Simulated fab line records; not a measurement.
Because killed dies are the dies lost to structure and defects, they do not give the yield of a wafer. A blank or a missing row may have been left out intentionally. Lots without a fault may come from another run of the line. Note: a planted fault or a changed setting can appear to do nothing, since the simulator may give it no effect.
fab line records    flow sky130
[record] lots = 6  wafers = 18  last_day = 50
route steps=708 shown METAL5@662
lots untouched by any fault: they come from a run of this same line in which no faults occurred
start_h: start of the lot's first displayed wafer, in hours after the record's first day    wait_h: hours from the lot's prior step to this one    " same as the row above    L1.1+2: several wafers, shown together as one row    - no value, or no start given    * or withheld: withheld    < > ~ a bound
route shown NAME@n: names a module that has steps shown in the file, with the first one's number in the route    usual: mean/standard deviation of fault-free wafers    same: alike in all rows    chamber/n: place in a boat    sites: per-site readings    _std_site: standard deviation of those values    _edge_site: outer sites' mean less inner sites'    radius_mm: how far each site lies from the wafer's centre    mask NAME#n: copy n    behind: the last tool/chamber to shape the wafer    hold: why the lot went on hold/how many hours it stayed there/how the hold came to an end    device: names the non-switching transistor (n, p or np)    end of line: the same wafers' tests at the end of the route    a step without rows: its recipe alone    killed: the dies lost at the first sort to structure and to defects; this is not the yield of the wafer    map: per-die view of a wafer (x killed, . not killed, _ where there is no die)
set.NAME: the setting that was run; set.NAME@STEP: the one run at that earlier step    model.NAME: the simulator's own value behind a step, which no gauge read
lots seen at some steps along the route; tables by step, rows by wafer
services: a tool's chamber out of use, with start hour (start_h, from the record's first day; less than 0 if before it), hours out, and reason
[[steps]]
[step SKY_METAL5_SPUTTER_01]
[recipe] material = TiN  target_thk_nm = 20  power_w = 6500  time_s = 16.7  chamber_pressure_pa = 0.4
[usual] throttle_valve_pct = 30.1/0.96
lot.wafer  tool            chamber  start_h  wait_h  throttle_valve_pct
L389.1     pvd_sputter-02  -        1007.87  0.0     30.5
L389.3     "               -        "        "       31.0
L389.4     "               -        "        "       30.5
L388.2     pvd_sputter-02  -        1010.58  0.0     30.4
L388.4     "               -        "        "       28.8
L388.6     "               -        "        "       30.6
L396.2     pvd_sputter-01  -        1063.57  0.0     27.9
L396.5     "               -        "        "       28.2
L396.6     "               -        "        "       29.2
L397.2     pvd_sputter-03  -        1073.37  0.0     30.4
L397.3     "               -        "        "       30.9
L397.4     "               -        "        "       30.5
L409.1     pvd_sputter-03  -        1135.08  0.0     30.7
L409.4     "               -        "        "       31.2
L409.6     "               -        "        "       30.8
L410.2     pvd_sputter-01  -        1136.40  0.0     29.1
L410.4     "               -        "        "       28.4
L410.6     "               -        "        "       28.9
[step SKY_METAL5_SPUTTER_02]
[recipe] material = AlCu  target_thk_nm = 1150  power_w = 10600  time_s = 61.2  chamber_pressure_pa = 0.4
[usual] throttle_valve_pct = 30.1/0.95
lot.wafer  tool            chamber  start_h  wait_h  throttle_valve_pct
L389.1     pvd_sputter-02  -        1007.90  0.0     30.8
L389.3     "               -        "        "       31.4
L389.4     "               -        "        "       30.4
L388.2     pvd_sputter-02  -        1010.61  0.0     30.4
L388.4     "               -        "        "       29.1
L388.6     "               -        "        "       31.1
L396.2     pvd_sputter-01  -        1063.60  0.0     28.1
L396.5     "               -        "        "       28.3
L396.6     "               -        "        "       28.9
L397.2     pvd_sputter-03  -        1073.40  0.0     30.6
L397.3     "               -        "        "       30.7
L397.4     "               -        "        "       30.8
L409.1     pvd_sputter-03  -        1135.11  0.0     30.7
L409.4     "               -        "        "       31.0
L409.6     "               -        "        "       30.9
L410.2     pvd_sputter-01  -        1136.42  0.0     29.2
L410.4     "               -        "        "       28.6
L410.6     "               -        "        "       28.9
[step SKY_METAL5_SPUTTER_03]
[recipe] material = Ti  target_thk_nm = 5  power_w = 3000  time_s = 3.3  chamber_pressure_pa = 0.4
[usual] throttle_valve_pct = 30.1/0.96
lot.wafer  tool            chamber  start_h  wait_h  throttle_valve_pct
L389.1     pvd_sputter-02  -        1007.95  0.0     30.9
L389.3     "               -        "        "       31.2
L389.4     "               -        "        "       30.6
L388.2     pvd_sputter-02  -        1010.66  0.0     30.2
L388.4     "               -        "        "       28.9
L388.6     "               -        "        "       31.0
L396.2     pvd_sputter-01  -        1063.65  0.0     28.2
L396.5     "               -        "        "       27.9
L396.6     "               -        "        "       29.1
L397.2     pvd_sputter-03  -        1073.45  0.0     30.7
L397.3     "               -        "        "       30.7
L397.4     "               -        "        "       30.5
L409.1     pvd_sputter-03  -        1135.16  0.0     30.6
L409.4     "               -        "        "       31.1
L409.6     "               -        "        "       31.2
L410.2     pvd_sputter-01  -        1136.47  0.0     29.2
L410.4     "               -        "        "       28.4
L410.6     "               -        "        "       28.9
[step SKY_METAL5_SPUTTER_04]
[recipe] material = TiN  target_thk_nm = 70  power_w = 6500  time_s = 58.3  chamber_pressure_pa = 0.4
[usual] throttle_valve_pct = 30.1/0.95
lot.wafer  tool            chamber  start_h  wait_h  throttle_valve_pct
L389.1     pvd_sputter-02  -        1007.97  0.0     30.8
L389.3     "               -        "        "       31.1
L389.4     "               -        "        "       30.2
L388.2     pvd_sputter-02  -        1010.68  0.0     30.3
L388.4     "               -        "        "       29.2
L388.6     "               -        "        "       31.1
L396.2     pvd_sputter-01  -        1063.67  0.0     28.1
L396.5     "               -        "        "       27.9
L396.6     "               -        "        "       28.7
L397.2     pvd_sputter-03  -        1073.47  0.0     30.6
L397.3     "               -        "        "       30.8
L397.4     "               -        "        "       30.6
L409.1     pvd_sputter-03  -        1135.17  0.0     30.9
L409.4     "               -        "        "       31.0
L409.6     "               -        "        "       31.1
L410.2     pvd_sputter-01  -        1136.49  0.0     29.2
L410.4     "               -        "        "       28.5
L410.6     "               -        "        "       29.0
[step SKY_METAL5_RS_MEAS_05]
[recipe] thk_meas_gauge = four-point-probe  reads = TiN_of_METAL5_SPUTTER_04+Ti_of_METAL5_SPUTTER_03+AlCu_of_METAL5_SPUTTER_02+TiN_of_METAL5_SPUTTER_01+Ti_of_METAL5_SPUTTER_00
[usual] METAL5_ALCU_RS = 0.0271/0.00034
lot.wafer  tool           chamber  start_h  wait_h  METAL5_ALCU_RS[ohm/sq]
L389.1     film_metro-04  -        1008.02  0.0     0.0269
L389.3     "              -        "        "       0.0272
L389.4     "              -        "        "       0.0274
L388.2     film_metro-04  -        1010.75  0.0     0.0274
L388.4     "              -        "        "       0.0272
L388.6     "              -        "        "       0.0272
L396.2     film_metro-04  -        1063.74  0.0     0.0272
L396.5     "              -        "        "       0.0271
L396.6     "              -        "        "       0.0269
L397.2     film_metro-01  -        1073.54  0.0     0.0275
L397.3     "              -        "        "       0.0277
L397.4     "              -        "        "       0.0273
L409.1     film_metro-04  -        1135.22  0.0     0.0273
L409.4     "              -        "        "       0.0272
L409.6     "              -        "        "       0.0273
L410.2     film_metro-02  -        1136.56  0.0     0.0264
L410.4     "              -        "        "       0.0265
L410.6     "              -        "        "       0.0263
[step SKY_METAL5_THK_MEAS_06]
[recipe] thk_meas_gauge = xrf  reads = AlCu_of_METAL5_SPUTTER_02
[usual] METAL5_ALCU_THK = 1156/16
lot.wafer  tool           chamber  start_h  wait_h  METAL5_ALCU_THK[nm]
L389.1     film_metro-04  -        1008.14  0.1     1166
L389.3     "              -        "        "       1152
L389.4     "              -        "        "       1148
L388.2     film_metro-04  -        1010.86  0.1     1142
L388.4     "              -        "        "       1157
L388.6     "              -        "        "       1157
L396.2     film_metro-04  -        1063.85  0.1     1148
L396.5     "              -        "        "       1142
L396.6     "              -        "        "       1161
L397.2     film_metro-01  -        1073.65  0.1     1134
L397.3     "              -        "        "       1128
L397.4     "              -        "        "       1142
L409.1     film_metro-04  -        1135.34  0.1     1158
L409.4     "              -        "        "       1160
L409.6     "              -        "        "       1150
L410.2     film_metro-02  -        1136.67  0.1     1197
L410.4     "              -        "        "       1182
L410.6     "              -        "        "       1193
[step SKY_METAL5_DEHYDRATE_07]
[recipe] temp_c = 200  time_s = 60
[step SKY_METAL5_HMDS_08]
[recipe] prime_time_s = 60  prime_temp_c = 120
[step SKY_METAL5_COAT_09]
[recipe] resist = NOVOLAK  spin_rpm = 3000  resist_thk_nm = 1800
[step SKY_METAL5_SOFTBAKE_10]
[recipe] temp_c = 90  time_s = 60  resist = NOVOLAK
[step SKY_METAL5_EXPOSE_11]
[recipe] mask_id = MM5  na = 0.6  source_shape = conventional  sigma_outer = 0.6  polarization = unpolarized  target_cd_nm = 1600  dose_mj = 190
[step SKY_METAL5_PEB_12]
[recipe] temp_c = withheld  time_s = *  resist = NOVOLAK
[step SKY_METAL5_DEVELOP_13]
[recipe] resist = NOVOLAK  developer = TMAH  develop_time_s = 60  dev_temp_c = 23
[usual] chill_plate_temp_C = 23.01/0.11  develop_time_s = 60/0  exhaust_pa = 45.2/0.76
lot.wafer  tool            chamber  start_h  wait_h  chill_plate_temp_C  develop_time_s  exhaust_pa
L389.1     litho_track-02  0        1030.62  0.1     23.08               60              44.1
L389.3     "               0        "        "       23.15               60              44.2
L389.4     "               0        "        "       23.06               60              45.4
L388.2     litho_track-03  0        1033.31  0.1     23.15               60              44.8
L388.4     "               0        "        "       23.06               60              45.0
L388.6     "               0        "        "       23.01               60              45.3
L396.2     litho_track-02  -        1084.44  0.1     -                   -               -
L396.5     "               -        "        "       -                   -               -
L396.6     "               -        "        "       -                   -               -
L397.2     litho_track-02  -        1094.69  0.1     -                   -               -
L397.3     "               -        "        "       -                   -               -
L397.4     "               -        "        "       -                   -               -
L409.1     litho_track-03  0        1153.18  0.1     23.03               60              45.0
L409.4     "               0        "        "       23.24               60              45.4
L409.6     "               0        "        "       22.94               60              45.4
L410.2     litho_track-01  0        1154.88  0.1     23.20               60              45.1
L410.4     "               0        "        "       23.13               60              44.7
L410.6     "               0        "        "       23.14               60              44.1
[step SKY_METAL5_DESCUM_14]
[recipe] chemistry = O2  source_power_w = 150  bias_power_w = 0  pressure_mtorr = 10  temp_c = 40  time_s = 11
[usual] drypump_motor_current_A = 5.6/0.49  oes_product_au = 1.006/0.012
lot.wafer  tool          chamber  start_h  wait_h  drypump_motor_current_A  oes_product_au  rf_hours_counter_h
L389.1     rie_metal-01  0        1030.77  0.1     5.4                      1.010           21
L389.3     "             0        "        "       5.4                      1.020           -
L389.4     "             1        "        "       5.6                      1.014           -
L388.2     rie_metal-04  0        1033.43  0.1     5.3                      1.013           21
L388.4     "             1        "        "       6.3                      1.001           -
L388.6     "             1        "        "       6.4                      1.004           -
L396.2     rie_metal-04  1        1084.57  0.1     6.3                      0.997           13
L396.5     "             0        "        "       5.2                      1.014           -
L396.6     "             1        "        "       6.3                      0.989           -
L397.2     rie_metal-02  1        1094.82  0.1     4.8                      1.000           25
L397.3     "             1        "        "       4.8                      0.991           -
L397.4     "             0        "        "       5.2                      0.981           -
L409.1     rie_metal-04  1        1153.33  0.1     6.4                      1.002           20
L409.4     "             1        "        "       6.3                      0.999           -
L409.6     "             1        "        "       6.3                      1.009           -
L410.2     rie_metal-01  1        1155.01  0.1     5.6                      1.006           24
L410.4     "             1        "        "       5.6                      1.012           -
L410.6     "             0        "        "       5.4                      1.012           -
[[services]]
tool            chamber  start_h  hours  kind
rie_metal-02    0        1008.87  22.0   repair
pvd_sputter-01  -        1013.82  4.4    repair
rie_metal-01    0        1039.05  -      clean
rie_metal-01    0        1039.05  16.4   scheduled_down
rie_metal-01    0        1039.05  16.4   vent_cycle
pvd_sputter-01  -        1084.95  3.8    repair
rie_metal-01    -        1087.04  14.6   pm
pvd_sputter-02  -        1106.67  5.6    repair
pvd_sputter-01  -        1116.59  1.1    repair
rie_metal-04    0        1126.98  -      clean
rie_metal-04    0        1126.98  -      consumable_replace:focus_ring
rie_metal-04    0        1126.98  17.3   scheduled_down
rie_metal-04    0        1126.98  17.3   vent_cycle
pvd_sputter-02  -        1140.19  3.7    repair
rie_metal-02    -        1142.69  1.4    pm
[[key]]
[first_sign] step = SKY_METAL5_DEVELOP_13  reading = tool_record  direction = missing
effect none on later readings
met_at SKY_METAL5_DEVELOP_13
struck_wafers L396.2,L396.5,L396.6,L397.2,L397.3,L397.4
later_rows_left_out L396.2,L396.5,L396.6,L397.2,L397.3,L397.4
sort_left_out L396.2,L396.5,L396.6,L397.2,L397.3,L397.4
onset_between 1030.62 1084.44
[fault] kind = skipped_step_whole  tool = litho_track-02  chamber = -  onset_h = 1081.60  steps = SKY_METAL5_DEVELOP_13  scope = struck_lots_only
// sort_left_out: the simulated sort isn't trusted on such a fault, so these wafers' sort isn't shown, and their yield isn't known
// later_rows_left_out: the simulator's readings of these wafers behind a module that went badly wrong aren't trusted and aren't shown, but for the sort
